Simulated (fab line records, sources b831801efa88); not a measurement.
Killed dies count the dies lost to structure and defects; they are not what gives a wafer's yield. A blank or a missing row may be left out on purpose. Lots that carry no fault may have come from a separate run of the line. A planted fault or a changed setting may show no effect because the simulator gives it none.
Chamber matching | flow sky130 | SKY_SPACER_ETCHBACK_02 on rie diel-03 has 4 sister chambers
The step etches Si3N4 in CH3F/O2, stops on SiO2, time 46.7 s, target depth 45 nm. 8 wafers are shown with their chamber, then 7 later ones without.

## WAFERS, EACH WITH ITS CHAMBER
wafer  | chamber | drypump motor current A (A) | throttle valve pct (%)
L343.4 | 2       | 5.1                         | 10.569
L346.3 | 0       | 6.6                         | 10.553
L346.6 | 0       | 6.6                         | 10.558
L348.2 | 3       | 5.5                         | 10.577
L348.5 | 2       | 5.1                         | 10.569
L348.6 | 1       | 5.6                         | 10.558
L349.2 | 1       | 5.5                         | 10.564
L349.4 | 3       | 5.5                         | 10.567

## WAFERS MISSING THEIR CHAMBER
wafer  | drypump motor current A (A) | throttle valve pct (%)
L349.6 | 5.5                         | 10.558
L357.2 | 5.5                         | 10.568
L357.4 | 5.1                         | 10.563
L357.5 | 5.5                         | 10.574
L360.2 | 5.6                         | 10.550
L360.3 | 5.5                         | 10.567
L360.4 | 6.6                         | 10.559

## WHICH CHAMBER EACH ONE RAN IN
wafer  | from the rows above     | in truth
L349.6 | can't be placed: 1 or 3 | 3
L357.2 | can't be placed: 3 or 1 | 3
L357.4 | 2                       | 2
L357.5 | 3                       | 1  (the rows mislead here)
L360.2 | 1                       | 1
L360.3 | can't be placed: 3 or 1 | 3
L360.4 | 0                       | 0
Correctly placed: 3 of 7. Unplaceable from these rows: 3, with the true chamber sitting among the candidates in 3. Wrongly placed: 1.
How it was worked out, from the rows above alone: a wafer's distance from a chamber is the root of the sum, over the readings, of the square of ((its reading less the chamber's mean) divided by the reading's scatter). The wafer belongs to the nearest chamber; if the next one is less than 2 further off, it can't be placed. Each chamber's mean is taken over the wafers shown for it. The scatter: the root of (the sum of the squares of (reading less its chamber's mean) over the shown wafers, divided by (wafers less chambers)).
